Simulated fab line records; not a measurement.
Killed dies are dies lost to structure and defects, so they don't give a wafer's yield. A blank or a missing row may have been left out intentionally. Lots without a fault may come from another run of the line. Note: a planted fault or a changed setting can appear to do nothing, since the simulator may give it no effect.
fab line records -- flow sky130
[record] lots = 7, wafers = 18, lastDay = 50
route steps=708 shown VT_ADJUST_PCH@144 SONOS_TUNNEL@154 PAD_OPEN@708
lots that met no fault: from a run of the same line without faults
startH: hours from the record's opening day to when the first of the lot's shown wafers began -- waitH: time in hours since the lot's previous step -- " unchanged from the row above -- L1.1+2: a single row standing in for several wafers -- - value missing, or start not given -- * or withheld: withheld -- < > ~ a bound
route shown NAME@n: names a module that has steps shown in the file, with the first one's number in the route -- usual: average and standard deviation across the fault-free wafers -- same: alike in all rows -- chamber/n: place in a boat -- sites: each site's reading -- _std_site: their standard deviation -- _edge_site: outer sites' mean less inner sites' -- radiusMm: for every site, how far away it sits from the centre of the wafer -- mask NAME#n: copy n -- behind: the most recent tool/chamber to have shaped the wafer -- hold: reason for holding the lot/hours on hold/outcome of the hold -- device: names the non-switching transistor (n, p or np) -- end of line: at the end of the route, the tests of the same wafers -- for a step that has no rows: nothing shown but its recipe -- killed: count of dies lost to structure and defects at first sort (not the wafer's yield) -- map: per-die view of a wafer (x killed, . not killed, _ where there is no die)
set.NAME: the setting that was run; set.NAME@STEP: the one run at that earlier step -- model.NAME: the simulator's own value behind a step, which no gauge read
lots seen at some steps along the route; tables by step, rows by wafer
services: when a tool's chamber went out of use (startH, in hours from the record's first day, below 0 if earlier), for how many hours, and the reason
[[steps]]
[step SKY_VT_ADJUST_PCH_HMDS_01]
[recipe] primeTimeS = 60, primeTempC = 120
[step SKY_VT_ADJUST_PCH_COAT_02]
[recipe] spinRpm = 2000, resistThkNm = 3000
[step SKY_VT_ADJUST_PCH_SOFTBAKE_03]
[recipe] tempC = 110, timeS = withheld
[step SKY_VT_ADJUST_PCH_EXPOSE_04]
[recipe] maskId = NWM, na = 0.6, sourceShape = conventional, sigmaOuter = 0.6, polarization = unpolarized, targetCdNm = 840, doseMj = 255
[step SKY_VT_ADJUST_PCH_PEB_05]
[recipe] tempC = 115, timeS = withheld
[step SKY_VT_ADJUST_PCH_DEVELOP_06]
[recipe] wallAngleDeg = 90, developer = TMAH, developTimeS = 60, devTempC = 23
[step SKY_VT_ADJUST_PCH_OVL_MEAS_07]
[usual] VT_ADJUST_PCH_OVL = -0.3/1.4
lot.wafer,tool,chamber,startH,waitH,VT_ADJUST_PCH_OVL[nm]
L809.2,overlay-01,-,305.57,-,-1.6
L809.4,overlay-01,-,305.57,-,-3.4
L809.6,overlay-01,-,305.57,-,-3.2
L808.1,overlay-02,-,305.74,-,-0.1
L808.3,overlay-02,-,305.74,-,-0.3
L808.6,overlay-02,-,305.74,-,-0.2
L811.1,overlay-02,-,319.71,-,-2.5
L811.2,overlay-02,-,319.71,-,-0.4
L811.6,overlay-02,-,319.71,-,-2.2
L813.1,overlay-02,-,339.34,-,1.1
L813.4,overlay-02,-,339.34,-,0.7
L814.3,overlay-01,-,356.58,-,-1.0
L814.6,overlay-01,-,356.58,-,-0.3
L817.3,overlay-02,-,366.45,-,-0.4
L817.6,overlay-02,-,366.45,-,-0.3
L820.2,overlay-02,-,389.25,-,-0.2
L820.3,overlay-02,-,389.25,-,-1.2
L820.4,overlay-02,-,389.25,-,-0.3
[step SKY_VT_ADJUST_PCH_IMPLANT_08]
[recipe] species = B, energyKev = 10, doseCm2 = 5e+11, tiltDeg = withheld
[step SKY_VT_ADJUST_PCH_STRIP_09]
[recipe] chemistry = O2/N2, powerW = 1400, pressureMtorr = 1500, platenTempC = withheld, o2FlowSccm = 3000, n2FlowSccm = 300, overashFraction = 0.5
[usual] drypumpMotorCurrentA = 5.7/0.59, oesProductAu = 0.722/0.0047, stripTimeToEndpointS = 36.88/0.11
lot.wafer,tool,chamber,startH,waitH,drypumpMotorCurrentA,oesProductAu,rfHoursCounterH,stripTimeToEndpointS
L809.2,plasmaAsher-04,0,305.75,0.1,5.0,0.723,47,37.16
L809.4,plasmaAsher-04,0,305.75,0.1,5.0,0.720,-,37.11
L809.6,plasmaAsher-04,0,305.75,0.1,5.0,0.720,-,37.21
L808.1,plasmaAsher-02,1,305.93,0.1,5.7,0.724,20,37.08
L808.3,plasmaAsher-02,0,305.93,0.1,6.7,0.718,-,37.02
L808.6,plasmaAsher-02,0,305.93,0.1,6.7,0.717,-,36.99
L811.1,plasmaAsher-01,1,319.90,0.1,4.9,0.719,66,36.77
L811.2,plasmaAsher-01,0,319.90,0.1,5.8,0.726,66,36.87
L811.6,plasmaAsher-01,0,319.90,0.1,5.8,0.722,-,36.89
L813.1,plasmaAsher-01,1,339.53,0.1,4.9,0.724,68,36.79
L813.4,plasmaAsher-01,1,339.53,0.1,4.9,0.722,-,36.84
L814.3,plasmaAsher-02,0,356.79,0.1,6.7,0.719,-,36.80
L814.6,plasmaAsher-02,0,356.79,0.1,6.7,0.728,-,36.80
L817.3,plasmaAsher-02,1,366.66,0.1,5.7,0.727,-,36.90
L817.6,plasmaAsher-02,0,366.66,0.1,6.7,0.717,-,36.75
L820.2,plasmaAsher-02,0,389.43,0.1,6.6,0.728,28,36.80
L820.3,plasmaAsher-02,1,389.43,0.1,5.7,0.727,-,36.80
L820.4,plasmaAsher-02,0,389.43,0.1,6.6,0.725,-,36.76
[step SKY_VT_ADJUST_PCH_TW_MEAS_10]
[usual] VT_ADJUST_PCH_TW = 142.0/1.2
lot.wafer,tool,chamber,startH,waitH,VT_ADJUST_PCH_TW
L809.2,filmMetro-01,-,305.86,0.1,143.1
L809.4,filmMetro-01,-,305.86,0.1,143.2
L809.6,filmMetro-01,-,305.86,0.1,143.6
L808.1,filmMetro-03,-,306.03,0.1,140.8
L808.3,filmMetro-03,-,306.03,0.1,141.2
L808.6,filmMetro-03,-,306.03,0.1,140.1
L811.1,filmMetro-03,-,320.00,0.1,140.6
L811.2,filmMetro-03,-,320.00,0.1,142.1
L811.6,filmMetro-03,-,320.00,0.1,140.4
L813.1,filmMetro-03,-,339.63,0.1,140.8
L813.4,filmMetro-03,-,339.63,0.1,141.2
L814.3,filmMetro-02,-,356.88,0.1,140.9
L814.6,filmMetro-02,-,356.88,0.1,141.4
L817.3,filmMetro-03,-,366.75,0.1,140.3
L817.6,filmMetro-03,-,366.75,0.1,141.1
L820.2,filmMetro-01,-,389.54,0.1,143.5
L820.3,filmMetro-01,-,389.54,0.1,143.3
L820.4,filmMetro-01,-,389.54,0.1,142.5
[step SKY_SONOS_TUNNEL_DEHYDRATE_00]
[recipe] tempC = 200, timeS = 60
[step SKY_SONOS_TUNNEL_HMDS_01]
[recipe] primeTimeS = 60, primeTempC = 120
[step SKY_SONOS_TUNNEL_COAT_02]
[recipe] resist = NOVOLAK, spinRpm = 3000, resistThkNm = 1140
lot.wafer,tool,chamber,startH,waitH,model.NOVOLAK_of_SONOS_TUNNEL_COAT_02.thkNm
L809.2,lithoTrack-02,0,318.18,0.1,1136
L809.4,lithoTrack-02,0,318.18,0.1,1137
L809.6,lithoTrack-02,0,318.18,0.1,1138
L808.1,lithoTrack-03,0,318.29,0.1,1143
L808.3,lithoTrack-03,0,318.29,0.1,1140
L808.6,lithoTrack-03,0,318.29,0.1,1137
L811.1,lithoTrack-02,0,332.16,0.1,1135
L811.2,lithoTrack-02,0,332.16,0.1,1143
L811.6,lithoTrack-02,0,332.16,0.1,1138
L813.1,lithoTrack-02,0,352.21,0.1,1137
L813.4,lithoTrack-02,0,352.21,0.1,1008
L814.3,lithoTrack-02,0,369.91,0.1,1006
L814.6,lithoTrack-02,0,369.91,0.1,1141
L817.3,lithoTrack-02,0,380.36,0.1,1011
L817.6,lithoTrack-02,0,380.36,0.1,1142
L820.2,lithoTrack-04,0,404.04,0.1,1138
L820.3,lithoTrack-04,0,404.04,0.1,1140
L820.4,lithoTrack-04,0,404.04,0.1,1134
[step SKY_SONOS_TUNNEL_SOFTBAKE_03]
[recipe] tempC = 90, timeS = 60, resist = NOVOLAK
[step SKY_SONOS_TUNNEL_EXPOSE_04]
[recipe] maskId = TUNM, na = 0.6, sourceShape = conventional, sigmaOuter = 0.6, polarization = unpolarized, targetCdNm = 410, doseMj = 136
[step SKY_SONOS_TUNNEL_PEB_05]
[recipe] tempC = withheld, timeS = *, resist = NOVOLAK
[step SKY_SONOS_TUNNEL_DEVELOP_06]
[recipe] resist = NOVOLAK, developer = TMAH, developTimeS = 60, devTempC = 23
lot.wafer,tool,chamber,startH,waitH,model.NOVOLAK_of_SONOS_TUNNEL_COAT_02.thkNm
L809.2,lithoTrack-04,0,330.94,0.1,1135
L809.4+6,lithoTrack-04,0,330.94,0.1,1137
L808.1,lithoTrack-03,0,331.14,0.1,1142
L808.3,lithoTrack-03,0,331.14,0.1,1139
L808.6,lithoTrack-03,0,331.14,0.1,1137
L811.1,lithoTrack-02,0,345.11,0.1,1134
L811.2,lithoTrack-02,0,345.11,0.1,1143
L811.6,lithoTrack-02,0,345.11,0.1,1137
L813.1,lithoTrack-04,0,365.86,0.1,1137
L813.4,lithoTrack-04,0,365.86,0.1,1008
L814.3,lithoTrack-02,0,383.66,0.1,1005
L814.6,lithoTrack-02,0,383.66,0.1,1141
L817.3,lithoTrack-02,0,394.36,0.1,1010
L817.6,lithoTrack-02,0,394.36,0.1,1141
L820.2,lithoTrack-04,0,418.04,0.1,1137
L820.3,lithoTrack-04,0,418.04,0.1,1140
L820.4,lithoTrack-04,0,418.04,0.1,1133
[step SKY_SONOS_TUNNEL_CD_MEAS_07]
[recipe] targetCdNm = 410
[usual] cdNm = 409.7/2.2
lot.wafer,tool,chamber,startH,waitH,cdNm
L809.2,cdSem-02,-,331.08,0.1,406.3
L809.4,cdSem-02,-,331.08,0.1,410.5
L809.6,cdSem-02,-,331.08,0.1,410.1
L808.1,cdSem-01,-,331.29,0.1,408.2
L808.3,cdSem-01,-,331.29,0.1,408.8
L808.6,cdSem-01,-,331.29,0.1,407.6
L811.1,cdSem-02,-,345.26,0.1,411.0
L811.2,cdSem-02,-,345.26,0.1,412.7
L811.6,cdSem-02,-,345.26,0.1,409.9
L813.1,cdSem-01,-,366.01,0.1,407.1
L813.4,cdSem-01,-,366.01,0.1,420.2
L814.3,cdSem-02,-,383.80,0.1,420.5
L814.6,cdSem-02,-,383.80,0.1,409.0
L817.3,cdSem-01,-,394.50,0.1,425.9
L817.6,cdSem-01,-,394.50,0.1,408.3
L820.2,cdSem-01,-,418.18,0.1,413.3
L820.3,cdSem-01,-,418.18,0.1,412.6
L820.4,cdSem-01,-,418.18,0.1,412.9
[step SKY_SONOS_TUNNEL_OVL_MEAS_08]
[usual] SONOS_TUNNEL_OVL = 0.9/1.3
lot.wafer,tool,chamber,startH,waitH,SONOS_TUNNEL_OVL[nm]
L809.2,overlay-01,-,331.19,0.1,0.8
L809.4,overlay-01,-,331.19,0.1,-0.1
L809.6,overlay-01,-,331.19,0.1,0.9
L808.1,overlay-01,-,331.41,0.1,3.2
L808.3,overlay-01,-,331.41,0.1,1.6
L808.6,overlay-01,-,331.41,0.1,1.4
L811.1,overlay-01,-,345.38,0.1,1.8
L811.2,overlay-01,-,345.38,0.1,1.0
L811.6,overlay-01,-,345.38,0.1,2.0
L813.1,overlay-01,-,366.13,0.1,2.3
L813.4,overlay-01,-,366.13,0.1,0.5
L814.3,overlay-02,-,383.89,0.1,-0.1
L814.6,overlay-02,-,383.89,0.1,-0.6
L817.3,overlay-02,-,394.59,0.1,3.9
L817.6,overlay-02,-,394.59,0.1,4.0
L820.2,overlay-02,-,418.29,0.1,2.0
L820.3,overlay-02,-,418.29,0.1,-1.3
L820.4,overlay-02,-,418.29,0.1,-0.6
[step SKY_PAD_OPEN_PROBE_99]
[usual] killed_at_M0_to_M3 = 44/6.5, killed_at_M4_up = 3.3/1.9, killedAtContacts = 24/5.3, killedAtFrontEnd = 15/4.5, killedAtOther = 0.3/0.58, killedDies = 87/9.3, killedOpen = 48/6.6, killedShort = 39/6.1
[same] grossDies = 492, killedAtBackSide = 0
lot.wafer,tool,chamber,startH,waitH,killed_at_M0_to_M3,killed_at_M4_up,killedAtContacts,killedAtFrontEnd,killedAtOther,killedDies,killedOpen,killedShort
L809.2,prober-02,-,1143.18,0.1,51,3,30,20,0,104,54,50
L809.4,prober-02,-,1143.28,0.2,48,5,21,14,0,88,47,41
L809.6,prober-02,-,1143.38,0.2,45,8,23,12,0,88,50,38
L820.3,prober-01,-,1192.74,0.2,35,5,17,17,1,75,47,28
// killed by level:class
L809.2 CONTACT:geometricParticle:open=14 METAL1:geometricParticle:short=10 VIA1:geometricParticle:open=10 VIA2:geometricParticle:open=8 FIELD_ISO:geometricParticle:short=6 LI_CONTACT:geometricParticle:open=5 LOCAL_INTERCONNECT:geometricParticle:short=5 VIA2:geometricParticle:short=5
L809.4 VIA1:geometricParticle:open=16 CONTACT:geometricParticle:open=11 METAL1:geometricParticle:short=6 METAL4:geometricParticle:short=5 POLY_GATE:geometricParticle:short=4 VIA2:geometricParticle:short=4 LI_CONTACT:geometricParticle:open=4 VIA3:geometricParticle:open=4
L809.6 VIA3:geometricParticle:open=10 CONTACT:geometricParticle:open=8 LI_CONTACT:geometricParticle:open=7 METAL1:geometricParticle:short=6 VIA1:geometricParticle:short=6 VIA1:geometricParticle:open=6 LOCAL_INTERCONNECT:geometricParticle:short=4 METAL4:geometricParticle:short=4
L820.3 VIA1:geometricParticle:open=10 POLY_GATE:geometricParticle:open=7 CONTACT:geometricParticle:open=7 VIA1:geometricParticle:short=5 VIA3:geometricParticle:open=5 FIELD_ISO:geometricParticle:open=4 LI_CONTACT:geometricParticle:open=3 LOCAL_INTERCONNECT:geometricParticle:short=3
[[services]]
tool,chamber,startH,hours,kind
plasmaAsher-02,-,296.56,4.3,pm
plasmaAsher-01,-,299.05,2.6,repair
plasmaAsher-02,-,333.61,3.1,repair
plasmaAsher-04,-,381.16,2.2,repair
[[key]]
[firstSign] step = SKY_SONOS_TUNNEL_CD_MEAS_07, reading = cdNm, direction = up, sigmas = 5.6, usual = 409.7, struck = 422.2
effect none on later readings
[modelEffect] step = SKY_SONOS_TUNNEL_COAT_02, value = NOVOLAK_of_SONOS_TUNNEL_COAT_02.thkNm, without = 1140, struck = 1008
[modelEffect] step = SKY_SONOS_TUNNEL_DEVELOP_06, value = NOVOLAK_of_SONOS_TUNNEL_COAT_02.thkNm, without = 1139, struck = 1008
metAt SKY_SONOS_TUNNEL_COAT_02
struckWafers L813.4,L814.3,L817.3
testerLeftOut L813,L814,L817
onsetBetween 332.16 352.21
[fault] kind = processParameterDrift, tool = lithoTrack-02, chamber = -, onsetH = 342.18, steps = SKY_SONOS_TUNNEL_COAT_02, channel = resistThkNm, offset = -131.58, shape = step, endH = 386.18, scope = struckWafersOnly, actsIn = theseRecipesOnly, stated = 1140
// testerLeftOut: of these lots the tester's yield and bins aren't shown, on N5 and GAA mostly nor the transistor test; their killed dies are dies lost to structure and defects alone, not to doping, threshold or leakage, so they don't give the yield
